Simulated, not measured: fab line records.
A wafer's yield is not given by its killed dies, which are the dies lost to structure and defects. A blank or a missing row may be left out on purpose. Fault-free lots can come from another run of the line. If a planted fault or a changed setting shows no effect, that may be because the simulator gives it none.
A lot that was struck, set against a sound lot -- flow sky130 -- 16 out of 708 route steps
Sound: wafers L860.1, L860.2, L860.4. Struck: wafer L870.6 (left out: L870.1, a lot-mate that was not struck); the cause follows at the end.
Order at every step that has rows: each side's tool, ch and its chambers, its first start. Under that, the readings that differ: sound wafers -- struck wafers -- difference of the means -- sigmas: that difference in standard deviations of wafers without a fault.
alike: same words and numbers on both sides, and readings whose means sit less than 2 such deviations apart. not compared: any withheld reading, any reading some wafer has no value for, any bound like >300 that may hide the same value, and any number with overlapping values for which the record gives no deviation.
A row with sigmas, a row that says differs or no value, or rows on one side alone: a step with any of these is where the two part. Non-overlapping numbers with no deviation appear without sigmas and do not part them. A reading missing from all wafers of one side parts the sides only when that side holds two or more wafers.

SKY_VIA2_CMP_02: polishes SiO2.
  sound on cmp-02 ch 0,1,2, day 36 16:29; struck on cmp-02 ch 2, day 39 18:31
  alike: edge-zone-pressure-frac, motor-current-A
SKY_VIA2_BOW_MEAS_03:
  sound on film-metro-02, day 36 16:47; struck on film-metro-02, day 39 18:43
reading,sound,struck,difference,sigmas
VIA2_BOW (um),79 78 76,94,+16,+2
then, 8 steps without rows for these wafers: SKY_VIA2_DEHYDRATE_04 (time 60 s); SKY_VIA2_HMDS_05 (prime time 60 s); SKY_VIA2_COAT_06 (resist thk 60 nm); SKY_VIA2_COAT_07 (resist thk 450 nm); SKY_VIA2_SOFTBAKE_08 (time 90 s); SKY_VIA2_EXPOSE_09 (exposes mask VIM2, target cd 200 nm); SKY_VIA2_PEB_10; SKY_VIA2_DEVELOP_11 (develop time 60 s).
SKY_VIA2_CD_MEAS_12: target cd 200 nm.
  sound on cd-sem-02, day 37 18:02; struck on cd-sem-02, day 40 18:44
  alike: cd-nm
SKY_VIA2_OVL_MEAS_13:
  sound on overlay-01, day 37 18:10; struck on overlay-02, day 40 18:52
  alike: VIA2_OVL
SKY_VIA2_ETCH_14: etches BARC in N2/H2, stops on SiO2, time 45.9 s, target depth 60 nm.
  sound on rie-diel-02 ch 1,3, day 37 18:11; struck on rie-diel-04 ch 2, day 40 18:53
reading,sound,struck,difference,sigmas
model.KrF-thick_of_VIA2_COAT_07.thk-nm (nm),392.5 391.1 392.1,401.3,+9.4,
  alike: drypump-motor-current-A, oes-product-au, throttle-valve-pct
  not compared: rf-hours-counter-h
SKY_VIA2_ETCH_15: etches SiO2 in C4F8/O2/Ar, stops on TiN, target depth 546 nm, time 84 s.
  sound on rie-diel-02 ch 1,3, day 37 18:14; struck on rie-diel-04 ch 2, day 40 18:56
reading,sound,struck,difference,sigmas
model.KrF-thick_of_VIA2_COAT_07.thk-nm (nm),284.3 280 280.9,290.5,+8.8,
  alike: oes-product-au
  not compared: rf-hours-counter-h
SKY_VIA2_STRIP_16: strips in O2/N2.
  sound on plasma-asher-01 ch 0,1, day 37 18:18; struck on plasma-asher-01 ch 1, day 40 19:00
reading,sound,struck,difference,sigmas
strip-time-to-endpoint-s (s),4.052 4.008 4.006,4.121,+0.099,+4
  alike: drypump-motor-current-A, oes-product-au
  not compared: rf-hours-counter-h
then, 1 step without rows for these wafers: SKY_VIA2_STRIP_17 (strips in post etch residue remover, time 1200 s).

WHERE THEY PART
Earliest at SKY_VIA2_BOW_MEAS_03; latest, in this record, at SKY_VIA2_STRIP_16.

WHY: whatever the simulator had introduced
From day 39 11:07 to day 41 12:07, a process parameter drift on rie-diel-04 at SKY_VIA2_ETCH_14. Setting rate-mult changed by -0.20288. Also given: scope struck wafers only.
